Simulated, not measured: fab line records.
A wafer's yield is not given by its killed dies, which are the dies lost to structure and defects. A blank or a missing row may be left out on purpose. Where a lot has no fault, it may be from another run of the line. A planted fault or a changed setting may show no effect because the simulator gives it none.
Chamber matching | flow gf180mcu | GF_V4_CMP_04 on cmp-02: 4 sister chambers
The step polishes SiO2. 8 wafers are shown with their chamber, then 12 later ones without.

== WAFERS PAIRED WITH THEIR CHAMBERS ==
wafer  | chamber | motor-current-A (A) | time-to-endpoint-s (s)
L081.4 | 1       | 9.4                 | 76
L085.3 | 1       | 9.8                 | 76
L087.4 | 0       | 10.9                | 79
L088.5 | 2       | 11.5                | 78
L088.6 | 3       | 10.1                | 86
L091.4 | 2       | 12.7                | 78
L091.5 | 0       | 10.6                | 77
L091.6 | 3       | 9.9                 | 82

== WAFERS MISSING THEIR CHAMBER ==
wafer  | motor-current-A (A) | time-to-endpoint-s (s)
L092.2 | 9.7                 | 73
L092.3 | 9.7                 | 86
L092.4 | 11.3                | 84
L094.1 | 11.1                | 80
L094.4 | 9.3                 | 78
L094.5 | 12.1                | 84
L095.1 | 10.4                | 75
L095.4 | 12.0                | 82
L095.5 | 10.4                | 91
L096.2 | 9.3                 | 74
L096.4 | 10.1                | 90
L096.5 | 9.7                 | 80

== CHAMBER TAKEN BY EACH ==
wafer  | from the rows above          | in truth
L092.2 | can't be placed: 1 or 0      | 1
L092.3 | 3                            | 3
L092.4 | can't be placed: 3 or 0 or 2 | 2
L094.1 | can't be placed: 0 or 2 or 3 | 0
L094.4 | can't be placed: 1 or 0      | 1
L094.5 | can't be placed: 2 or 3 or 0 | 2
L095.1 | can't be placed: 1 or 0      | 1
L095.4 | can't be placed: 2 or 0 or 3 | 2
L095.5 | 3                            | 3
L096.2 | 1                            | 1
L096.4 | 3                            | 3
L096.5 | can't be placed: 1 or 0 or 3 | 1
Correct placement for 4 of the 12. These rows do not allow placing 8 (true chamber among the candidates in 8). Number placed wrongly: 0.
How it was worked out, from the rows above alone: a wafer's distance from a chamber is the root of the sum, over the readings, of the square of ((its reading less the chamber's mean) divided by the reading's scatter). If the next closest chamber is less than 2 further off than the closest, the wafer can't be placed; otherwise it belongs to the closest. Each chamber's mean is taken over the wafers shown for it. The scatter: take each reading less its chamber's mean, square it, sum over the shown wafers, divide by the number of wafers less the number of chambers, and take the root.
